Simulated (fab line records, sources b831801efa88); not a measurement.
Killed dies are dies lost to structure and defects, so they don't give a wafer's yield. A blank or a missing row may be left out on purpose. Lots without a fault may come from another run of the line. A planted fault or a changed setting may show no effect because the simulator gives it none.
Which tool did it? | flow gf180mcu | 6 lots, 18 wafers sampled, at 2 steps of a route of 602

WHAT THE GAUGES READ, wafer by wafer
GF_STI_CD_MEAS_12: target cd 220 nm.
lot  | measured    | on        | cd_nm (nm)
L506 | day 2 08:22 | cd_sem-02 | 222.2 222.1 221.1
L509 | day 2 21:53 | cd_sem-02 | 233.9 234.6 233.6
L518 | day 4 21:07 | cd_sem-01 | 222.4 222.9 222.6
L520 | day 5 06:17 | cd_sem-02 | 217.2 219.5 218.4
L525 | day 6 09:01 | cd_sem-02 | 221.5 219.6 219.7
L527 | day 6 18:41 | cd_sem-02 | 217.8 219.4 220.2

WHICH TOOL RAN EACH LOT (tool, then ch and the chambers of the sampled wafers, then the start)
lot  | GF_STI_EXPOSE_09
L506 | krf_scanner-01 ch 0, day 2 02:17
L509 | krf_scanner-01 ch 0, day 2 15:55
L518 | krf_scanner-02 ch 0, day 4 13:47
L520 | krf_scanner-02 ch 0, day 4 23:34
L525 | krf_scanner-01 ch 0, day 6 01:10
L527 | krf_scanner-01 ch 0, day 6 11:55
- GF_STI_EXPOSE_09: exposes mask COMP, target cd 220 nm.

THE ANSWER, worked out from the rows above alone
Rule: what is usual is taken from the lots themselves. Put in order of their means at a reading, lots are off if they are a third of the lots or fewer, leave a main group of 4 or more, and stand apart from it by a gap of 3 or more times the standard deviation of the main group's means; of several such gaps the widest counts. A main group whose means are all the same, to the digits that the tables above print for the reading, isn't used. A lot without any number at a reading at which 4 lots or more have one is off too. The other lots that the step has rows for count as sound.
Off: L509, at GF_STI_CD_MEAS_12 (cd_nm). The main group: mean 220.4 nm, standard deviation 1.6.
A tool fits if, at a process step before that reading, it ran every lot that is off, and no sound lot after the first of them. The gauges at GF_STI_CD_MEAS_12 are tried like those tools. None of those tried fits.

WHAT THE SIMULATOR HAD PUT IN
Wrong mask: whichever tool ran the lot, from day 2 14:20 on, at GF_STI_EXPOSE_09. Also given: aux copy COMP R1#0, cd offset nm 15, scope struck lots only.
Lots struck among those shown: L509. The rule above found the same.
